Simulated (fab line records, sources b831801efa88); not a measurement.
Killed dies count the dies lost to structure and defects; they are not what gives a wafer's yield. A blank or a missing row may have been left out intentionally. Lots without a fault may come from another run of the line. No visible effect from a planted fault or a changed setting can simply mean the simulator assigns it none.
A lot that was struck, set against a sound lot	flow gf180mcu	37 steps out of a route of 602
Sound: the wafers L967.1, L967.3, L967.5. Struck: wafer L973.4. (L973.2, L973.6 of the same lot were not struck and are left out.) The cause comes at the end.
For every step that has rows: the tool of each side, followed by ch and its chambers, followed by its first start. Under that, the readings that differ: sound wafers	struck wafers	difference of the means	sigmas: that difference in standard deviations of wafers without a fault.
alike: same words and numbers on both sides, and readings whose means sit less than 2 such deviations apart. not compared: any withheld reading, any reading some wafer has no value for, any bound like >300 that may hide the same value, and any number with overlapping values for which the record gives no deviation.
Wherever a step has rows on one side only, a row that says differs or no value, or a row with sigmas, the two part there. Non-overlapping numbers with no deviation appear without sigmas and do not part them. A reading that every wafer of one side lacks parts them only if that side has two wafers or more.

first, 1 step without rows for these wafers: GF_M5_DEVELOP_06 (develop time 60 s).
GF_M5_CD_MEAS_07 targets a cd of 280 nm.
  sound on cd_sem-01, day 26 15:38; struck on cd_sem-01, day 29 08:13
  alike: cd_nm
GF_M5_OVL_MEAS_08:
  sound on overlay-02, day 26 15:46; struck on overlay-02, day 29 08:19
  alike: M5_OVL
GF_M5_ETCH_09: etches Si3N4 in CF4/O2, target depth 52 nm, time 11.6 s.
  sound on rie_diel-03 ch 2,3, day 26 15:48; struck on rie_diel-02 ch 3, day 29 08:21
reading	sound	struck	difference	sigmas
cf4_flow_sccm (sccm)	80.39 80.56 80.32	79.84	-0.58	-3
  alike: drypump_motor_current_A, oes_product_au, throttle_valve_pct
  not compared: rf_hours_counter_h
then, 5 steps without rows for these wafers: GF_M5_METAL_ETCH_10 (etches the open film in Cl2/BCl3, stops on SiO2, target depth 750.8 nm, time 125.1 s); GF_M5_STRIP_11 (strips in O2/N2); GF_M5_STRIP_12 (strips in post etch residue remover, time 1200 s); GF_M5_CLEAN_13 (cleans in DIW); GF_V5_CVD_00 (deposits SiO2, target thk 300 nm, time 50 s).
GF_V5_THK_MEAS_01:
  sound on film_metro-03, day 26 16:39; struck on film_metro-01, day 29 09:05
  alike: V5_CVD_00_THK
then, 1 step without rows for these wafers: GF_V5_CVD_02 (deposits SiO2 from TEOS, target thk 1450 nm, time 163.28 s).
GF_V5_THK_MEAS_03:
  sound on film_metro-03, day 26 16:49; struck on film_metro-03, day 29 09:19
  alike: V5_CVD_02_THK
GF_V5_CMP_04: polishes SiO2.
  sound on cmp-01 ch 0,1, day 26 16:53; struck on cmp-01 ch 0, day 29 09:22
reading	sound	struck	difference	sigmas
model.SiO2_of_V5_CVD_02.thk_nm (nm)	853.6 855.1 854	769.2	-85.0	
  alike: motor_current_A, slurry_flow_ml_min
GF_V5_BOW_MEAS_05:
  sound on film_metro-03, day 26 17:11; struck on film_metro-04, day 29 09:41
  alike: V5_BOW
then, 8 steps without rows for these wafers: GF_V5_DEHYDRATE_06 (time 60 s); GF_V5_HMDS_07 (prime time 60 s); GF_V5_COAT_08; GF_V5_COAT_09 (resist thk 1000 nm); GF_V5_SOFTBAKE_10 (time 60 s); GF_V5_EXPOSE_11 (exposes mask Via5, target cd 260 nm); GF_V5_PEB_12 (peb time 90 s); GF_V5_DEVELOP_13 (develop time 60 s).
GF_V5_CD_MEAS_14 targets a cd of 260 nm.
  sound on cd_sem-01, day 27 12:21; struck on cd_sem-02, day 30 03:53
  alike: cd_nm
GF_V5_OVL_MEAS_15:
  sound on overlay-01, day 27 12:28; struck on overlay-01, day 30 04:00
  alike: V5_OVL
then, 1 step without rows for these wafers: GF_V5_ETCH_16 (etches BARC in N2/H2).
GF_V5_ETCH_17: etches SiO2 in C4F8/O2/Ar, stops on TiN, target depth 855 nm.
  sound on rie_diel-03 ch 0,1,3; struck on rie_diel-01 ch 0
reading	sound	struck	difference	sigmas
oes_product_au (a.u.)	0.857 0.864 0.860	0.811	-0.049	-12
model.V5.feature_depth_nm (nm)	853.6 855.1 854	769.2	-85.0	
model.etch.depth_nm (nm)	853.6 855.1 854	769.2	-85.0	
GF_V5_STRIP_18: strips in O2/N2.
  sound on plasma_asher-01 ch 1, day 27 12:40; struck on plasma_asher-02 ch 0, day 30 04:11
reading	sound	struck	difference	sigmas
drypump_motor_current_A (A)	5.3 5.3 5.3	6.1	+0.8	+2
  alike: heater_power_w, o2_flow_sccm, oes_product_au
  not compared: rf_hours_counter_h
then, 2 steps without rows for these wafers: GF_V5_STRIP_19 (strips in post etch residue remover, time 1200 s); GF_V5_CLEAN_20 (cleans in DIW).
GF_V5_SPUTTER_21: material Ti, target thk 15 nm, time 80.02 s.
  sound on pvd_sputter-01, day 27 13:12; struck on pvd_sputter-01, day 30 04:43
  alike: throttle_valve_pct
GF_V5_SPUTTER_22: material TiN, target thk 10 nm, time 40 s.
  sound on pvd_sputter-01, day 27 13:16; struck on pvd_sputter-01, day 30 04:47
  alike: throttle_valve_pct
then, 1 step without rows for these wafers: GF_V5_CVD_23 (deposits W, target thk 350 nm, time 104.9 s).
GF_V5_RS_MEAS_24: measures by four-point-probe.
  sound on film_metro-01, day 27 13:25; struck on film_metro-01, day 30 04:57
  alike: V5_W_RS
GF_V5_THK_MEAS_25: measures by xrf.
  sound on film_metro-01, day 27 13:32; struck on film_metro-01, day 30 05:04
  alike: V5_W_THK
GF_V5_CMP_26: polishes, stops on SiO2, t overpolish 15 s, target thk 0 nm.
  sound on cmp-02 ch 1,3, day 27 13:35; struck on cmp-01 ch 2, day 30 05:33
reading	sound	struck	difference	sigmas
model.SiO2_of_V5_CVD_02.thk_nm (nm)	849.8 851.3 850.2	765.4	-85.0	
  alike: motor_current_A, slurry_flow_ml_min
GF_TOP_METAL_SPUTTER_00: material Ti, target thk 37.5 nm, time 150 s.
  sound on pvd_sputter-02, day 27 14:02; struck on pvd_sputter-02, day 30 05:51
  alike: throttle_valve_pct
GF_PASSIVATION_PROBE_99:
  the record holds rows for the sound wafers here (prober-01, day 29 08:39) but none for the struck ones

== WHERE THEY PART ==
Earliest at GF_M5_ETCH_09; latest, in this record, at GF_PASSIVATION_PROBE_99.

WHY: whatever the simulator had introduced
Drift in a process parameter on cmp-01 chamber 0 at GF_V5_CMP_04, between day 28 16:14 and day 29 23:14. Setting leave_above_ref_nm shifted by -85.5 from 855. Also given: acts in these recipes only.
